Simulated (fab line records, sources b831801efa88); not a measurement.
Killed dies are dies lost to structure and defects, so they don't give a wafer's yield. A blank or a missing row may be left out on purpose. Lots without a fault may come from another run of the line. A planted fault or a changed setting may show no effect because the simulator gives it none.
fab line records | flow gf180mcu
record lots=24 wafers=72 last_day=34
route steps=602 shown M2@376 M4@470 V4@480 MIM@513 V5@564
lots that met no fault: from a run of the same line without faults
start_h: hours from the record's first day to the start of the lot's first wafer shown | wait_h: hours since the lot's step before | " the same as in the row above | L1.1+2: a row that stands for several wafers | - no value, or no start given | * or withheld: withheld | < > ~ a bound
route shown NAME@n: a module of which the file shows steps, and the number in the route of the first | usual: mean/standard deviation of fault-free wafers | same: alike in all rows | chamber/n: place in a boat | sites: the reading at each site | _std_site: their standard deviation | _edge_site: outer sites' mean less inner sites' | radius_mm: how far each site lies from the wafer's centre | mask NAME#n: copy n | behind: the tool/chamber that last shaped the wafer | hold: why the lot was held/for how many hours/how that ended | device: the transistor (n, p or np) that didn't switch | end of line: the same wafers' tests at the end of the route | a step without rows: its recipe alone | killed: dies lost to structure and defects at the first sort, not the wafer's yield | map: a wafer's dies, x killed, . not, _ none there
set.NAME: the setting as run; set.NAME@STEP: as run at that earlier step | model.NAME: the simulator's own value behind a step, which no gauge read
steps of the route over a sample of lots; a table a step, a row a wafer
services: from which hour (start_h, from the record's first day; less than 0 if before it) a tool's chamber was out of use, for how many hours, and why
## steps
# step GF_M2_CD_MEAS_14
# recipe target_cd_nm=280
# usual cd_nm=279.9/1.3
# columns lot.wafer tool chamber start_h wait_h cd_nm
L074.1 cd_sem-02 - 436.44 0.1 281.6
L074.3 " - " " 281.3
L074.5 " - " " 280.5
L075.1 cd_sem-02 - 443.84 0.1 277.5
L075.2 " - " " 278.6
L075.3 " - " " 278.1
L076.1 cd_sem-02 - 456.41 0.1 278.0
L076.2 " - " " 279.0
L076.3 " - " " 278.2
L077.4 cd_sem-02 - 467.31 0.1 277.7
L077.5 " - " " 278.2
L077.6 " - " " 277.7
L078.1 cd_sem-02 - 474.35 0.1 279.3
L078.2 " - " " 280.8
L078.5 " - " " 280.8
L079.2 cd_sem-02 - 485.90 0.1 278.7
L079.3 " - " " 279.6
L079.5 " - " " 279.3
L080.1 cd_sem-01 - 495.49 0.1 279.5
L080.3 " - " " 280.3
L080.5 " - " " 280.7
L081.1 cd_sem-02 - 500.54 0.1 279.9
L081.2 " - " " 279.7
L081.4 " - " " 279.8
L082.1 cd_sem-02 - 512.53 0.1 279.4
L082.4 " - " " 279.6
L082.5 " - " " 280.1
L083.1 cd_sem-02 - 515.89 0.1 280.9
L083.2 " - " " 279.7
L083.5 " - " " 281.0
L084.2 cd_sem-01 - 529.07 0.1 281.2
L084.5 " - " " 281.1
L084.6 " - " " 281.2
L085.3 cd_sem-01 - 531.68 0.1 280.6
L085.4 " - " " 280.2
L085.5 " - " " 280.0
L086.4 cd_sem-02 - 553.00 0.1 279.1
L086.5 " - " " 278.4
L086.6 " - " " 278.1
L087.2 cd_sem-01 - 554.50 0.1 281.4
L087.3 " - " " 281.5
L087.4 " - " " 282.7
L088.1 cd_sem-01 - 559.62 0.2 283.3
L088.4 " - " " 282.3
L088.5 " - " " 281.2
L089.1 cd_sem-02 - 574.90 0.1 280.9
L089.4 " - " " 280.3
L089.5 " - " " 280.7
L090.2 cd_sem-01 - 577.31 0.1 278.3
L090.4 " - " " 278.3
L090.6 " - " " 277.4
L091.1 cd_sem-02 - 584.24 0.1 279.9
L091.5 " - " " 279.9
L091.6 " - " " 282.0
L092.3 cd_sem-02 - 593.92 0.1 278.9
L092.4 " - " " 278.3
L092.5 " - " " 279.1
L093.2 cd_sem-01 - 605.86 0.1 280.6
L093.4 " - " " 279.5
L093.6 " - " " 279.5
L094.1 cd_sem-01 - 607.90 0.1 280.5
L094.3 " - " " 280.3
L094.4 " - " " 281.2
L096.2 cd_sem-01 - 621.91 0.1 278.8
L096.3 " - " " 279.7
L096.5 " - " " 281.1
L095.1 cd_sem-01 - 624.40 0.1 280.7
L095.5 " - " " 279.0
L095.6 " - " " 279.9
L097.1 cd_sem-01 - 624.54 0.1 280.8
L097.3 " - " " 280.3
L097.5 " - " " 280.3
# step GF_M4_CD_MEAS_14
# recipe target_cd_nm=280
# usual cd_nm=279.8/1.1
# columns lot.wafer tool chamber start_h wait_h cd_nm
L074.1 cd_sem-01 - 537.33 0.1 279.3
L074.3 " - " " 278.8
L074.5 " - " " 280.2
L075.1 cd_sem-02 - 544.08 0.1 277.2
L075.2 " - " " 279.5
L075.3 " - " " 279.0
L076.1 cd_sem-01 - 555.78 0.1 279.7
L076.2 " - " " 278.3
L076.3 " - " " 279.2
L077.4 cd_sem-02 - 567.04 0.1 281.1
L077.5 " - " " 279.1
L077.6 " - " " 281.6
L078.1 cd_sem-02 - 573.96 0.1 279.9
L078.2 " - " " 279.5
L078.5 " - " " 279.8
L079.2 cd_sem-01 - 583.07 0.1 281.3
L079.3 " - " " 281.0
L079.5 " - " " 280.9
L080.1 cd_sem-02 - 591.39 0.1 279.5
L080.3 " - " " 279.9
L080.5 " - " " 279.9
L081.1 cd_sem-01 - 595.25 0.1 280.2
L081.2 " - " " 278.5
L081.4 " - " " 279.9
L082.1 cd_sem-02 - 607.83 0.1 278.7
L082.4 " - " " 278.5
L082.5 " - " " 279.2
L083.1 cd_sem-01 - 609.43 0.1 281.1
L083.2 " - " " 279.0
L083.5 " - " " 278.8
L084.2 cd_sem-01 - 621.10 0.1 279.0
L084.5 " - " " 279.0
L084.6 " - " " 279.0
L085.3 cd_sem-02 - 624.09 0.1 280.1
L085.4 " - " " 281.4
L085.5 " - " " 280.9
L086.4 cd_sem-02 - 642.60 0.1 280.0
L086.5 " - " " 279.4
L086.6 " - " " 280.5
L087.2 cd_sem-02 - 644.20 0.1 280.9
L087.3 " - " " 279.4
L087.4 " - " " 280.2
L088.1 cd_sem-02 - 648.76 0.2 279.7
L088.4 " - " " 279.4
L088.5 " - " " 279.3
L089.1 cd_sem-02 - 662.51 0.2 280.8
L089.4 " - " " 280.2
L089.5 " - " " 281.2
L090.2 cd_sem-02 - 665.81 0.1 280.0
L090.4 " - " " 281.3
L090.6 " - " " 280.8
L091.1 cd_sem-01 - 671.37 0.1 280.3
L091.5 " - " " 280.0
L091.6 " - " " 280.7
L092.3 cd_sem-02 - 680.28 0.1 278.9
L092.4 " - " " 279.9
L092.5 " - " " 280.2
L093.2 cd_sem-01 - 689.91 0.1 280.4
L093.4 " - " " 280.7
L093.6 " - " " 280.2
L094.1 cd_sem-01 - 692.64 0.1 278.0
L094.3 " - " " 279.3
L094.4 " - " " 279.1
L096.2 cd_sem-01 - 705.09 0.1 277.4
L096.3 " - " " 276.6
L096.5 " - " " 276.7
L095.1 cd_sem-01 - 706.74 0.1 278.4
L095.5 " - " " 279.0
L095.6 " - " " 278.7
L097.1 cd_sem-01 - 707.69 0.1 281.9
L097.3 " - " " 280.9
L097.5 " - " " 279.7
# step GF_V4_CMP_04
# recipe material=SiO2 down_force_psi=4 platen_rpm=60 pad_velocity_m_s=0.94248
# usual head_pressure_psi=4.001/0.0092 motor_current_A=11.8/1 time_to_endpoint_s=77/5.8
# columns lot.wafer tool chamber start_h wait_h head_pressure_psi motor_current_A time_to_endpoint_s
L074.3 cmp-01 3 538.60 0.2 4.007 12.9 81
L074.1 " 1 " " 4.017 11.3 85
L074.5 " 2 " " 3.998 13.5 89
L075.1 cmp-01 0 545.19 0.1 4.014 11.7 88
L075.2 " 2 " " 4.000 13.8 89
L075.3 " 3 " " 4.009 13.1 82
L076.3 cmp-02 0 557.07 0.2 4.013 10.1 72
L076.2 " 1 " " 4.007 12.0 72
L076.1 " 3 " " 4.001 11.0 70
L077.4 cmp-02 3 568.11 0.1 3.992 10.9 71
L077.5 " 2 " " 4.011 12.1 80
L077.6 " 3 " " 3.997 10.7 67
L078.1 cmp-02 0 575.04 0.1 3.985 10.8 73
L078.2 " 1 " " 4.018 11.2 72
L078.5 " 1 " " 3.997 11.3 76
L079.3 cmp-01 3 584.60 0.5 4.009 12.5 74
L079.2 " 1 " " 3.983 11.0 71
L079.5 " 2 " " 4.003 13.2 80
L080.3 cmp-02 0 592.64 0.0 3.994 9.9 77
L080.1 " 2 " " 4.012 12.2 79
L080.5 " 0 " " 4.004 10.0 72
L081.4 cmp-01 1 596.38 0.1 3.999 11.1 73
L081.1 " 2 " " 3.997 13.2 80
L081.2 " 3 " " 3.996 13.0 72
L082.4 cmp-02 1 608.91 0.0 4.000 11.7 79
L082.1 " 0 " " 4.013 10.2 76
L082.5 " 2 " " 4.002 12.4 87
L083.1 cmp-01 0 610.51 0.1 3.993 11.5 69
L083.2 " 2 " " 4.009 14.3 74
L083.5 " 1 " " 4.006 11.6 71
L084.2 cmp-02 3 622.31 0.2 4.002 10.8 69
L084.6 " 0 " " 4.004 10.4 75
L084.5 " 1 " " 4.004 12.0 79
L085.4 cmp-02 2 625.13 0.0 4.008 11.4 86
L085.3 " 3 " " 4.009 10.9 70
L085.5 " 3 " " 3.998 11.1 69
L086.4 cmp-02 2 643.72 0.1 3.999 12.0 87
L086.6 " 0 " " 3.996 10.8 85
L086.5 " 1 " " 3.999 12.2 80
L087.3 cmp-01 1 645.31 0.1 4.004 11.3 71
L087.2 " 2 " " 4.001 13.4 78
L087.4 " 3 " " 4.006 12.4 85
L088.1 cmp-01 2 649.91 0.1 4.007 13.5 73
L088.4 " 3 " " 4.008 12.9 74
L088.5 " 2 " " 4.007 13.5 80
L089.4 cmp-01 0 663.60 0.0 3.998 11.7 83
L089.1 " 3 " " 3.993 13.3 72
L089.5 " 0 " " 4.016 12.1 80
L090.4 cmp-02 1 666.98 0.1 4.009 12.0 85
L090.2 " 2 " " 3.984 12.4 76
L090.6 " 3 " " 4.000 11.2 74
L091.1 cmp-02 1 672.62 0.1 4.002 12.2 70
L091.5 " 1 " " 3.980 12.0 77
L091.6 " 2 " " 3.985 12.4 81
L092.3 cmp-01 3 681.33 0.0 4.008 12.1 67
L092.4 " 2 " " 3.992 14.3 75
L092.5 " 3 " " 3.995 13.1 76
L093.4 cmp-01 0 691.45 0.0 4.012 11.6 82
L093.2 " 1 " " 4.008 11.0 74
L093.6 " 1 " " 3.985 11.2 71
L094.3 cmp-01 0 694.50 0.3 4.017 12.1 77
L094.4 " 2 " " 4.001 13.7 77
L094.1 " 3 " " 4.000 12.9 68
L096.3 cmp-01 2 706.25 0.0 3.997 13.1 73
L096.2 " 1 " " 4.000 11.1 68
L096.5 " 2 " " 4.007 14.1 80
L095.1 cmp-01 1 707.87 0.1 3.994 11.1 74
L095.5 " 0 " " 4.002 11.2 88
L095.6 " 1 " " 4.004 11.8 80
L097.3 cmp-02 1 708.82 0.1 4.018 12.4 76
L097.1 " 2 " " 4.007 12.1 84
L097.5 " 0 " " 3.989 10.4 86
# step GF_V4_THK_MEAS_25
# recipe thk_meas_gauge=xrf reads=W_of_V4_CVD_23
# usual V4_W_THK=343/5.8
# columns lot.wafer tool chamber start_h wait_h V4_W_THK[nm]
L074.1 film_metro-01 - 562.09 0.1 344
L074.3 " - " " 340
L074.5 " - " " 353
L075.1 film_metro-04 - 568.64 0.1 352
L075.2 " - " " 362
L075.3 " - " " 355
L076.1 film_metro-02 - 581.24 0.1 351
L076.2 " - " " 351
L076.3 " - " " 349
L077.4 film_metro-01 - 591.52 0.1 344
L077.5 " - " " 340
L077.6 " - " " 347
L078.1 film_metro-02 - 597.54 0.1 341
L078.2 " - " " 339
L078.5 " - " " 344
L079.2 film_metro-01 - 607.38 0.1 348
L079.3 " - " " 339
L079.5 " - " " 339
L080.1 film_metro-02 - 615.49 0.1 347
L080.3 " - " " 346
L080.5 " - " " 346
L081.1 film_metro-01 - 618.79 0.1 336
L081.2 " - " " 333
L081.4 " - " " 329
L082.1 film_metro-04 - 631.08 0.1 338
L082.4 " - " " 336
L082.5 " - " " 338
L083.1 film_metro-04 - 632.08 0.1 348
L083.2 " - " " 341
L083.5 " - " " 345
L084.2 film_metro-02 - 643.46 0.1 335
L084.5 " - " " 336
L084.6 " - " " 336
L085.3 film_metro-02 - 646.37 0.1 344
L085.4 " - " " 339
L085.5 " - " " 341
L086.4 film_metro-02 - 665.22 0.1 338
L086.5 " - " " 336
L086.6 " - " " 337
L087.2 film_metro-04 - 667.11 0.1 342
L087.3 " - " " 345
L087.4 " - " " 347
L088.1 film_metro-02 - 670.40 0.1 345
L088.4 " - " " 339
L088.5 " - " " 341
L089.1 film_metro-02 - 684.45 0.1 337
L089.4 " - " " 341
L089.5 " - " " 338
L090.2 film_metro-02 - 687.23 0.1 341
L090.4 " - " " 336
L090.6 " - " " 339
L091.1 film_metro-02 - 692.79 0.1 347
L091.5 " - " " 349
L091.6 " - " " 348
L092.3 film_metro-02 - 702.05 0.1 341
L092.4 " - " " 335
L092.5 " - " " 337
L093.2 film_metro-02 - 711.26 0.1 340
L093.4 " - " " 331
L093.6 " - " " 335
L094.1 film_metro-04 - 713.77 0.1 345
L094.3 " - " " 342
L094.4 " - " " 343
L096.2 film_metro-01 - 725.89 0.1 348
L096.3 " - " " 347
L096.5 " - " " 340
L095.1 film_metro-02 - 727.43 0.1 343
L095.5 " - " " 342
L095.6 " - " " 341
L097.1 film_metro-04 - 727.85 0.1 349
L097.3 " - " " 356
L097.5 " - " " 350
# step GF_MIM_RS_MEAS_10
# recipe thk_meas_gauge=four-point-probe reads=TiN_of_MIM_SPUTTER_09+AlCu_of_MIM_SPUTTER_08+TiN_of_MIM_SPUTTER_07
# usual MIM_ALCU_RS=0.1596/0.0016
# columns lot.wafer tool chamber start_h wait_h MIM_ALCU_RS[ohm/sq]
L074.1 film_metro-02 - 562.87 0.0 0.1605
L074.3 " - " " 0.1604
L074.5 " - " " 0.1601
L075.1 film_metro-04 - 569.42 0.0 0.1581
L075.2 " - " " 0.1602
L075.3 " - " " 0.1599
L076.1 film_metro-03 - 582.01 0.0 0.1638
L076.2 " - " " 0.1601
L076.3 " - " " 0.1590
L077.4 film_metro-02 - 592.32 0.1 0.1579
L077.5 " - " " 0.1573
L077.6 " - " " 0.1576
L078.1 film_metro-03 - 598.32 0.0 0.1597
L078.2 " - " " 0.1604
L078.5 " - " " 0.1593
L079.2 film_metro-04 - 608.17 0.0 0.1601
L079.3 " - " " 0.1578
L079.5 " - " " 0.1570
L080.1 film_metro-04 - 616.27 0.0 0.1595
L080.3 " - " " 0.1609
L080.5 " - " " 0.1606
L081.1 film_metro-03 - 619.56 0.0 0.1607
L081.2 " - " " 0.1627
L081.4 " - " " 0.1594
L082.1 film_metro-03 - 631.85 0.0 0.1604
L082.4 " - " " 0.1605
L082.5 " - " " 0.1599
L083.1 film_metro-03 - 632.85 0.0 0.1580
L083.2 " - " " 0.1631
L083.5 " - " " 0.1624
L084.2 film_metro-04 - 644.25 0.0 0.1611
L084.5 " - " " 0.1589
L084.6 " - " " 0.1600
L085.3 film_metro-02 - 647.16 0.1 0.1579
L085.4 " - " " 0.1588
L085.5 " - " " 0.1586
L086.4 film_metro-02 - 666.03 0.1 0.1625
L086.5 " - " " 0.1569
L086.6 " - " " 0.1611
L087.2 film_metro-04 - 667.89 0.0 0.1607
L087.3 " - " " 0.1579
L087.4 " - " " 0.1628
L088.1 film_metro-04 - 671.18 0.0 0.1597
L088.4 " - " " 0.1601
L088.5 " - " " 0.1601
L089.1 film_metro-02 - 685.22 0.0 0.1606
L089.4 " - " " 0.1615
L089.5 " - " " 0.1601
L090.2 film_metro-04 - 688.02 0.0 0.1559
L090.4 " - " " 0.1568
L090.6 " - " " 0.1579
L091.1 film_metro-04 - 693.56 0.0 0.1604
L091.5 " - " " 0.1603
L091.6 " - " " 0.1622
L092.3 film_metro-04 - 702.86 0.1 0.1588
L092.4 " - " " 0.1595
L092.5 " - " " 0.1586
L093.2 film_metro-03 - 712.05 0.0 0.1562
L093.4 " - " " 0.1587
L093.6 " - " " 0.1597
L094.1 film_metro-02 - 714.54 0.0 0.1556
L094.3 " - " " 0.1598
L094.4 " - " " 0.1581
L096.2 film_metro-02 - 726.67 0.0 0.1569
L096.3 " - " " 0.1583
L096.5 " - " " 0.1590
L095.1 film_metro-02 - 728.20 0.0 0.1609
L095.5 " - " " 0.1600
L095.6 " - " " 0.1611
L097.1 film_metro-02 - 728.62 0.0 0.1593
L097.3 " - " " 0.1597
L097.5 " - " " 0.1596
# step GF_V5_RS_MEAS_24
# recipe thk_meas_gauge=four-point-probe reads=W_of_V5_CVD_23+TiN_of_V5_SPUTTER_22+Ti_of_V5_SPUTTER_21
# usual V5_W_RS=0.330/0.0057
# columns lot.wafer tool chamber start_h wait_h V5_W_RS[ohm/sq]
L074.1 film_metro-01 - 629.60 0.1 0.330
L074.3 " - " " 0.333
L074.5 " - " " 0.331
L075.1 film_metro-01 - 636.01 0.1 0.331
L075.2 " - " " 0.338
L075.3 " - " " 0.343
L076.1 film_metro-01 - 646.57 0.1 0.337
L076.2 " - " " 0.331
L076.3 " - " " 0.340
L077.4 film_metro-03 - 656.91 0.1 0.333
L077.5 " - " " 0.340
L077.6 " - " " 0.332
L078.1 film_metro-02 - 661.61 0.1 0.338
L078.2 " - " " 0.333
L078.5 " - " " 0.330
L079.2 film_metro-02 - 670.61 0.1 0.324
L079.3 " - " " 0.319
L079.5 " - " " 0.327
L080.1 film_metro-03 - 678.33 0.1 0.331
L080.3 " - " " 0.330
L080.5 " - " " 0.332
L081.1 film_metro-03 - 680.76 0.1 0.335
L081.2 " - " " 0.336
L081.4 " - " " 0.337
L082.1 film_metro-02 - 691.70 0.1 0.337
L082.4 " - " " 0.331
L082.5 " - " " 0.331
L083.1 film_metro-01 - 694.71 0.1 0.330
L083.2 " - " " 0.331
L083.5 " - " " 0.330
L084.2 film_metro-02 - 704.74 0.1 0.320
L084.5 " - " " 0.321
L084.6 " - " " 0.320
L085.3 film_metro-03 - 706.52 0.1 0.321
L085.4 " - " " 0.326
L085.5 " - " " 0.320
L086.4 film_metro-01 - 723.65 0.1 0.323
L086.5 " - " " 0.329
L086.6 " - " " 0.323
L087.2 film_metro-03 - 724.70 0.1 0.332
L087.3 " - " " 0.332
L087.4 " - " " 0.336
L088.1 film_metro-03 - 727.33 0.1 0.321
L088.4 " - " " 0.319
L088.5 " - " " 0.321
L089.1 film_metro-01 - 742.38 0.1 0.334
L089.4 " - " " 0.332
L089.5 " - " " 0.330
L090.2 film_metro-01 - 745.41 0.1 0.327
L090.4 " - " " 0.326
L090.6 " - " " 0.324
L091.1 film_metro-02 - 749.19 0.1 0.319
L091.5 " - " " 0.323
L091.6 " - " " 0.326
L092.3 film_metro-03 - 756.73 0.2 0.332
L092.4 " - " " 0.337
L092.5 " - " " 0.329
L093.2 film_metro-02 - 766.66 0.1 0.322
L093.4 " - " " 0.324
L093.6 " - " " 0.325
L094.1 film_metro-01 - 768.88 0.1 0.330
L094.3 " - " " 0.332
L094.4 " - " " 0.337
L096.2 film_metro-01 - 778.60 0.1 0.331
L096.3 " - " " 0.329
L096.5 " - " " 0.332
L097.1 film_metro-01 - 779.82 0.1 0.324
L097.3 " - " " 0.328
L097.5 " - " " 0.327
L095.1 film_metro-01 - 781.11 0.1 0.322
L095.5 " - " " 0.326
L095.6 " - " " 0.323
## services
# columns tool chamber start_h hours kind
cmp-01 - 521.44 15.3 repair
cmp-02 - 536.79 5.6 pm
cmp-02 - 541.67 3.1 repair
cmp-01 - 547.28 1.4 repair
cmp-01 - 572.00 4.0 pm
cmp-02 - 575.73 3.0 repair
cmp-01 - 576.00 - consumable_replace:conditioner
cmp-01 - 576.00 - consumable_replace:pad
cmp-02 - 582.23 8.2 pm
cmp-01 - 661.62 0.8 repair
cmp-02 - 680.88 3.6 repair
cmp-02 - 689.89 6.5 repair
## key
fault none
